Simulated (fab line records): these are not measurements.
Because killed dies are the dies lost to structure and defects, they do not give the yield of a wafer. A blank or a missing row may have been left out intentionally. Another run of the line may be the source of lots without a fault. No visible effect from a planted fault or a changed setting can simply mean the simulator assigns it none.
A struck lot beside a sound one | flow sky130 | 14 steps out of a route of 708
Sound: the wafers L767.1, L767.3, L767.5. Struck: wafers L779.1, L779.2, L779.4. The cause is given at the end.
For every step that has rows: the tool of each side, followed by ch and its chambers, followed by its first start. Under that, the readings that differ: sound wafers | struck wafers | difference of the means | sigmas: that difference in standard deviations of wafers without a fault.
alike: readings whose means differ by less than 2 such deviations, and words and numbers that are the same on both sides. not compared: withheld readings, readings that some wafer has no value for, bounds like >300 that may hide the same value, and numbers for which the record gives no deviation and whose values overlap.
The two part at a step that has a row with sigmas, a row that says differs or no value, or rows on one side only. When numbers do not overlap yet have no deviation, they are printed without sigmas and do not part them. A reading missing from all wafers of one side parts the sides only when that side holds two or more wafers.

SKY_METAL1_SPUTTER_00: material Ti, target thk 15 nm, time 10 s.
  sound: pvd_sputter-02 at day 32 21:37; struck: pvd_sputter-02 at day 36 15:46
  alike: throttle_valve_pct
SKY_METAL1_SPUTTER_01: material TiN, target thk 20 nm, time 16.7 s.
  sound: pvd_sputter-02 at day 32 21:38; struck: pvd_sputter-02 at day 36 15:47
  alike: throttle_valve_pct
SKY_METAL1_SPUTTER_02: material AlCu, target thk 250 nm, time 13.3 s.
  sound: pvd_sputter-02 at day 32 21:40; struck: pvd_sputter-02 at day 36 15:49
  alike: throttle_valve_pct
SKY_METAL1_SPUTTER_03: material Ti, target thk 5 nm, time 3.3 s.
  sound: pvd_sputter-02 at day 32 21:41; struck: pvd_sputter-02 at day 36 15:50
  alike: throttle_valve_pct
SKY_METAL1_SPUTTER_04: material TiN, target thk 70 nm, time 58.3 s.
  sound: pvd_sputter-02 at day 32 21:42; struck: pvd_sputter-02 at day 36 15:51
  alike: throttle_valve_pct
SKY_METAL1_RS_MEAS_05: measures by four-point-probe.
  sound: film_metro-04 at day 32 21:45; struck: film_metro-01 at day 36 15:54
  alike: METAL1_ALCU_RS
SKY_METAL1_THK_MEAS_06: measures by xrf.
  sound: film_metro-04 at day 32 21:52; struck: film_metro-01 at day 36 16:01
  alike: METAL1_ALCU_THK
then, 5 steps without rows for these wafers: SKY_METAL1_DEHYDRATE_07 (time 60 s); SKY_METAL1_HMDS_08 (prime time 60 s); SKY_METAL1_COAT_09 (resist thk 60 nm); SKY_METAL1_COAT_10 (resist thk 450 nm); SKY_METAL1_SOFTBAKE_11 (time 90 s).
SKY_METAL1_EXPOSE_12: exposes mask MM1, target cd 140 nm.
  sound on krf_scanner-02 ch 0, day 33 11:50; struck on krf_scanner-02, day 37 06:07
  no value came back on the struck wafers for exposure_dose_mJ_cm2, focus_offset_nm (nm), reticle_temp_C (C); on the sound wafers exposure_dose_mJ_cm2 reads 28.085 28.054 28.036
  alike: mask
following that, these wafers have no rows for 1 step: SKY_METAL1_PEB_13.

## WHERE THEY PART
Only at SKY_METAL1_EXPOSE_12, as far as this record shows.

WHY: what the simulator had put in
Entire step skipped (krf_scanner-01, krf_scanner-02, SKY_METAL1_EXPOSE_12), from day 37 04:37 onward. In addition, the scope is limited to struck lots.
